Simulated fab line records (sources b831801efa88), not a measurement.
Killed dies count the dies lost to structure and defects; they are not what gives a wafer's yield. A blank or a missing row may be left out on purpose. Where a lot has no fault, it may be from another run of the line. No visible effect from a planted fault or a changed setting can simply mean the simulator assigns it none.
The tool behind it: which one? | flow gf180mcu | 6 lots (18 wafers sampled), 1 step of a 602-step route

== WHAT THE GAUGES SHOWED, per wafer ==
GF_M2_OVL_MEAS_15.
lot  | measured     | on         | M2_OVL (nm)
L130 | day 20 01:52 | overlay-02 | 5 11 7
L132 | day 20 23:37 | overlay-01 | 7 3 1
L140 | day 23 15:20 | overlay-01 | 4 -2 3
L145 | day 25 14:58 | overlay-02 | -9 6 12
L148 | day 26 04:07 | overlay-01 | 0 -1 -2
L150 | day 26 21:05 | overlay-02 | 8 6 11

== EACH LOT AND THE TOOL THAT RAN IT (in order: tool; ch and the chambers of the sampled wafers; start) ==
The record shows no process step preceding these readings.

== THE ANSWER, worked out from the rows above alone ==
Rule: the lots themselves supply what counts as usual. The widest of any qualifying gaps counts: lots, ordered by their means at a reading, are off when they make up no more than a third of the lots, leave a main group of 4 or more, and stand apart from it by 3 or more times the standard deviation of that group's means. A main group whose means are all the same, to the digits that the tables above print for the reading, isn't used. A lot without any number at a reading at which 4 lots or more have one is off too. All remaining lots with rows at the step are treated as sound.
Across all readings shown, no lot is off: no conclusion can be drawn from this.

== WHAT THE SIMULATOR HAD PUT IN ==
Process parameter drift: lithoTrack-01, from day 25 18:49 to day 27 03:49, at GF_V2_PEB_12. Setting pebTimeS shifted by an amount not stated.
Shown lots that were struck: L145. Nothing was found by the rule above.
